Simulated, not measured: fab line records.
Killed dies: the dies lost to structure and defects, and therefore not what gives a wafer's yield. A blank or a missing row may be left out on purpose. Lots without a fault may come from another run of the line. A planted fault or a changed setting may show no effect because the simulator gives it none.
Which tool was responsible? / flow sky130 / 11 lots with 30 wafers sampled at 3 steps, on a route of 708 steps

WHAT THE GAUGES SHOWED, per wafer
SKY_LOCAL_INTERCONNECT_CD_MEAS_11: target cd 170 nm.
lot=L438; measured=day 31 02:25; on=cdSem-02; cdNm (nm)=169.8 170.1 168.6
lot=L444; measured=day 32 17:49; on=cdSem-01; cdNm (nm)=169.1 167.3 169.7
lot=L442; measured=day 32 20:08; on=cdSem-01; cdNm (nm)=171.7 172.5 172.0
lot=L446; measured=day 33 14:52; on=cdSem-02; cdNm (nm)=169.1 169.4 168.8
lot=L448; measured=day 34 02:40; on=cdSem-02; cdNm (nm)=170.3 169.7 170.4
lot=L450; measured=day 34 12:13; on=cdSem-01; cdNm (nm)=170.4 170.2 171.5
lot=L457; measured=day 36 18:08; on=cdSem-01; cdNm (nm)=170.4 169.8
lot=L458; measured=day 36 20:02; on=cdSem-02; cdNm (nm)=165.6 166.9
lot=L460; measured=day 37 03:19; on=cdSem-02; cdNm (nm)=172.1 170.7 171.6
lot=L459; measured=day 37 07:07; on=cdSem-02; cdNm (nm)=172.3 171.0
lot=L461; measured=day 37 10:08; on=cdSem-02; cdNm (nm)=167.0 166.8 165.9

EACH LOT AND THE TOOL THAT RAN IT (in order: tool; ch and the chambers of the sampled wafers; start)
lot=L438; SKY_SD_P_STRIP_10=plasmaAsher-04 ch 0,1, day 26 06:29; SKY_LI_CONTACT_CMP_02=cmp-02 ch 0,1,3, day 28 17:26
lot=L444; SKY_SD_P_STRIP_10=plasmaAsher-03 ch 0,1, day 27 23:15; SKY_LI_CONTACT_CMP_02=cmp-01 ch 0,1,3, day 30 09:47
lot=L442; SKY_SD_P_STRIP_10=plasmaAsher-04 ch 0,1, day 28 00:57; SKY_LI_CONTACT_CMP_02=cmp-01 ch 1,2, day 30 10:27
lot=L446; SKY_SD_P_STRIP_10=plasmaAsher-04 ch 0,1, day 28 23:04; SKY_LI_CONTACT_CMP_02=cmp-02 ch 0,2,3, day 31 07:48
lot=L448; SKY_SD_P_STRIP_10=plasmaAsher-03 ch 0, day 29 11:15; SKY_LI_CONTACT_CMP_02=cmp-02 ch 0,2, day 31 20:17
lot=L450; SKY_SD_P_STRIP_10=plasmaAsher-03 ch 0,1, day 29 21:40; SKY_LI_CONTACT_CMP_02=cmp-01 ch 1,2,3, day 32 05:41
lot=L457; SKY_SD_P_STRIP_10=plasmaAsher-01 ch 1, day 32 04:22; SKY_LI_CONTACT_CMP_02=cmp-02 ch 0,1, day 34 11:10
lot=L458; SKY_SD_P_STRIP_10=plasmaAsher-03 ch 0,1, day 32 07:03; SKY_LI_CONTACT_CMP_02=cmp-02 ch 0,2, day 34 13:14
lot=L460; SKY_SD_P_STRIP_10=plasmaAsher-04 ch 0,1, day 32 14:15; SKY_LI_CONTACT_CMP_02=cmp-01 ch 1,2, day 34 21:20
lot=L459; SKY_SD_P_STRIP_10=plasmaAsher-03 ch 0,1, day 32 19:31; SKY_LI_CONTACT_CMP_02=cmp-01 ch 1,2, day 35 01:33
lot=L461; SKY_SD_P_STRIP_10=plasmaAsher-04 ch 0,1, day 32 22:21; SKY_LI_CONTACT_CMP_02=cmp-01 ch 1,3, day 35 04:44
- SKY_SD_P_STRIP_10: strips in O2/N2.
- SKY_LI_CONTACT_CMP_02: polishes PSG.

THE ANSWER, worked out from the rows above alone
Rule: usual is defined by the lots themselves. The widest of any qualifying gaps counts: lots, ordered by their means at a reading, are off when they make up no more than a third of the lots, leave a main group of 4 or more, and stand apart from it by 3 or more times the standard deviation of that group's means. Not used: any main group whose means are identical at the precision the tables above print for the reading. Also off: a lot with no number at a reading for which 4 or more lots have one. The other lots that the step has rows for count as sound.
No lot is off on any of the readings shown, so nothing can be concluded from this.

WHAT THE SIMULATOR PUT IN
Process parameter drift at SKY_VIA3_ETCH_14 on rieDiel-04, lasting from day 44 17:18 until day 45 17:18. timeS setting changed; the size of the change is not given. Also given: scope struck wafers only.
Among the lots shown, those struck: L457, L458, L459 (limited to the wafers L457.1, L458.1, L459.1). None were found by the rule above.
